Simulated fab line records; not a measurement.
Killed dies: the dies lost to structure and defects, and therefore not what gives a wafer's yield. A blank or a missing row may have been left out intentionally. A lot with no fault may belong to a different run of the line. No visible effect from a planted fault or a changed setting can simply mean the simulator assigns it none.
A single fault, viewed from 2 desks || flow gf180mcu || each desk has only its own numbers; what lay behind them comes last

== AT THE TOOL OWNER'S DESK: cmp-01 ==
The tool's own readings at GF_V3_CMP_04 (polishes SiO2): means of the sampled wafers that have a number, for each lot that ran on this tool. A lot is out of limits, marked OUT, if its mean lies more than 4 standard deviations from the usual mean; the brackets give that distance.
Columns: A = motor_current_A at GF_V3_CMP_04, usual 11.6 A; B = time_to_endpoint_s at GF_V3_CMP_04, usual 80 s
{"lot": "L250", "first seen here": "day 21 11:07", "A": 10.7, "B": 76}
{"lot": "L251", "first seen here": "day 21 23:14", "A": 11.3, "B": 76}
{"lot": "L255", "first seen here": "day 23 16:52", "A": 11.8, "B": 89}
{"lot": "L256", "first seen here": "day 24 14:38", "A": 11.1, "B": 75}
{"lot": "L257", "first seen here": "day 24 15:29", "A": 11.9, "B": 82}
{"lot": "L260", "first seen here": "day 25 14:50", "A": 11.1, "B": 90}
{"lot": "L270", "first seen here": "day 28 07:12", "A": 11.9, "B": 81}
{"lot": "L271", "first seen here": "day 28 15:55", "A": 12.0, "B": 81}
{"lot": "L273", "first seen here": "day 28 23:38", "A": 12.0, "B": 75}
This desk found nothing out of limits on any of the 9 lots.

== THE METROLOGY DESK ==
Means of the sampled wafers that have a number, per lot and without regard to the tool the lot ran on: this is what the gauges read. A lot is out of limits, marked OUT, if its mean lies more than 4 standard deviations from the usual mean; the brackets give that distance.
Columns: A = V2_W_RS at GF_V2_RS_MEAS_24, usual 0.326 ohm/sq; B = M3_ALCU_THK at GF_M3_THK_MEAS_06, usual 450 nm
{"lot": "L250", "first seen here": "day 20 09:10", "A": 0.323, "B": 443}
{"lot": "L251", "first seen here": "day 20 22:05", "A": 0.324, "B": 457}
{"lot": "L253", "first seen here": "day 21 21:08", "A": 0.321, "B": 447}
{"lot": "L254", "first seen here": "day 22 03:33", "A": 0.329, "B": 451}
{"lot": "L255", "first seen here": "day 22 16:59", "A": 0.326, "B": 450}
{"lot": "L256", "first seen here": "day 23 13:41", "A": 0.327, "B": 448}
{"lot": "L257", "first seen here": "day 23 15:52", "A": 0.322, "B": 449}
{"lot": "L260", "first seen here": "day 24 15:59", "A": 0.323, "B": 445}
{"lot": "L267", "first seen here": "day 26 12:26", "A": 0.329, "B": 450}
{"lot": "L269", "first seen here": "day 27 00:10", "A": 0.332, "B": 451}
{"lot": "L270", "first seen here": "day 27 09:44", "A": 0.332, "B": 442}
{"lot": "L271", "first seen here": "day 27 18:02", "A": 0.325, "B": 444}
{"lot": "L273", "first seen here": "day 28 03:31", "A": 0.328, "B": 458}
This desk found nothing out of limits on any of the 13 lots.

== TAKEN TOGETHER ==
Nothing out of limits was seen by the tool owner's desk.
From the metrology desk's view, nothing was out of limits.

== WHAT HAD BEEN PUT IN BY THE SIMULATOR ==
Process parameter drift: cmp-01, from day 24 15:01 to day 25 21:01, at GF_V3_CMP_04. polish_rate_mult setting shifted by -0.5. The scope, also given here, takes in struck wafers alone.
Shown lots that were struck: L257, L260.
